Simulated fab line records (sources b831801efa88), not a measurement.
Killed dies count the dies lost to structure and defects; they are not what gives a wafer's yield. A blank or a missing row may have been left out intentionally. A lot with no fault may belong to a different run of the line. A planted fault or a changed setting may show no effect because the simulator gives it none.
The same fault as seen by 2 desks	flow gf180mcu	each desk holds nothing but its own numbers, with what lay behind them at the end

== FROM THE METROLOGY DESK ==
What the gauges read, lot by lot, whatever tool the lot ran on: means of the sampled wafers that have a number. Any lot whose mean is over 4 standard deviations away from the usual mean is out of limits and marked OUT; that distance is given in the brackets.
Columns: A = V5_W_RS at GF_V5_RS_MEAS_24, usual 0.328 ohm/sq; B = V5_W_THK at GF_V5_THK_MEAS_25, usual 346 nm
lot	first seen here	A	B
L628	day 27 11:14	0.326	345
L631	day 28 08:26	0.330	341
L643	day 31 21:44	0.335	339
L644	day 32 07:25	0.323	356
L649	day 33 07:36	0.326	355
This desk's finding: nothing out of limits on any of the 5 lots.

== DESK OF THE TOOL OWNER: pvd_sputter-03 ==
At GF_TOP_METAL_SPUTTER_01 (material TiN, target thk 30 nm, time 25 s) the tool's own readings: per lot run on this tool, the mean of the sampled wafers that have a number. Any lot whose mean is over 4 standard deviations away from the usual mean is out of limits and marked OUT; that distance is given in the brackets.
Columns: A = cathode_dc_power_W at GF_TOP_METAL_SPUTTER_01, usual 6500.1 W; B = chamber_pressure_pa at GF_TOP_METAL_SPUTTER_01, usual 0.4000 Pa; C = throttle_valve_pct at GF_TOP_METAL_SPUTTER_01, usual 30.5 %
lot	first seen here	A	B	C
L631	day 28 09:33	6500.1	0.3998	30.9
L644	day 32 07:55	6502.2	0.3995	32.0
This desk's finding: nothing out of limits on any of the 2 lots.

== TAKEN TOGETHER ==
Metrology desk: nothing out of limits seen.
The tool owner's desk saw nothing out of limits.

== WHAT THE SIMULATOR PUT IN ==
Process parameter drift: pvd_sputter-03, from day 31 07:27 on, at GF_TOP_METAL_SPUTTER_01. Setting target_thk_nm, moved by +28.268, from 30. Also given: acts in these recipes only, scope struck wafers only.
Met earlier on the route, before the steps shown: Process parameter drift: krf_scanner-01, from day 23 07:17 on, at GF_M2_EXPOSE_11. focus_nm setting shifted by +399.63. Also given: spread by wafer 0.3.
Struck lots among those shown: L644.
